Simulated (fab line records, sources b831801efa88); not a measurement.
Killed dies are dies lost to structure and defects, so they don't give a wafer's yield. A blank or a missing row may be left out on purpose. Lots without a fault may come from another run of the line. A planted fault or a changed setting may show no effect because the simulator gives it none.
Which tool did it? | flow sky130 | 12 lots, 36 wafers sampled, at 2 steps of a route of 708

WHAT THE GAUGES READ, wafer by wafer
SKY_VIA1_THK_MEAS_01.
lot  | measured     | on            | VIA1_HDPCVD_THK (nm)
L317 | day 33 04:50 | film_metro-03 | 1026 1029 1017
L318 | day 33 08:15 | film_metro-02 | 1007 1021 1009
L319 | day 33 15:34 | film_metro-04 | 1031 1028 1030
L320 | day 34 01:11 | film_metro-04 | 1016 1039 1027
L324 | day 35 08:15 | film_metro-02 | 1007 998 1002
L323 | day 35 08:56 | film_metro-02 | 1044 1045 1043
L326 | day 36 07:21 | film_metro-03 | 1023 1032 1021
L327 | day 36 09:22 | film_metro-04 | 1017 1020 1014
L334 | day 38 09:49 | film_metro-02 | 1061 1050 1057
L337 | day 39 02:20 | film_metro-04 | 1035 1034 1034
L338 | day 39 15:14 | film_metro-03 | 1043 1029 1041
L339 | day 41 05:39 | film_metro-04 | 1044 1057 1048

SKY_VIA1_OVL_MEAS_13.
lot  | measured     | on         | VIA1_OVL (nm)
L317 | day 34 07:44 | overlay-02 | 3 5 2
L318 | day 34 11:29 | overlay-02 | -1 2 2
L319 | day 34 18:41 | overlay-02 | 0 3 11
L320 | day 35 03:56 | overlay-02 | 2 6 6
L324 | day 36 10:31 | overlay-01 | -4 0 1
L323 | day 36 11:54 | overlay-01 | 8 5 1
L326 | day 37 09:17 | overlay-02 | 10 8 10
L327 | day 37 12:17 | overlay-01 | 12 11 19
L334 | day 39 10:23 | overlay-01 | 11 3 4
L337 | day 40 03:29 | overlay-01 | 4 0 2
L338 | day 40 15:19 | overlay-01 | 5 1 3
L339 | day 42 04:48 | overlay-02 | 6 4 1

WHICH TOOL RAN EACH LOT (tool, then ch and the chambers of the sampled wafers, then the start)
The record holds no process step before these readings.

WHAT THE TOOLS THEMSELVES READ (means of the sampled wafers that have a number; where no wafer has one, the mark that the record gives instead)
The record holds no such reading with a usual standard deviation.

THE ANSWER, worked out from the rows above alone
Rule: what is usual is taken from the lots themselves. Put in order of their means at a reading, lots are off if they are a third of the lots or fewer, leave a main group of 4 or more, and stand apart from it by a gap of 3 or more times the standard deviation of the main group's means; of several such gaps the widest counts. A main group whose means are all the same, to the digits that the tables above print for the reading, isn't used. A lot without any number at a reading at which 4 lots or more have one is off too. The other lots that the step has rows for count as sound. The gauges are gone through in route order, then the tools' own readings, and for those a lot's mean is taken as printed above. The first step at which some lot is off is used, and at that step the reading that is off furthest; a lot without a number counts as furthest.
No lot is off at any reading shown: from this, nothing can be told.

WHAT THE SIMULATOR HAD PUT IN
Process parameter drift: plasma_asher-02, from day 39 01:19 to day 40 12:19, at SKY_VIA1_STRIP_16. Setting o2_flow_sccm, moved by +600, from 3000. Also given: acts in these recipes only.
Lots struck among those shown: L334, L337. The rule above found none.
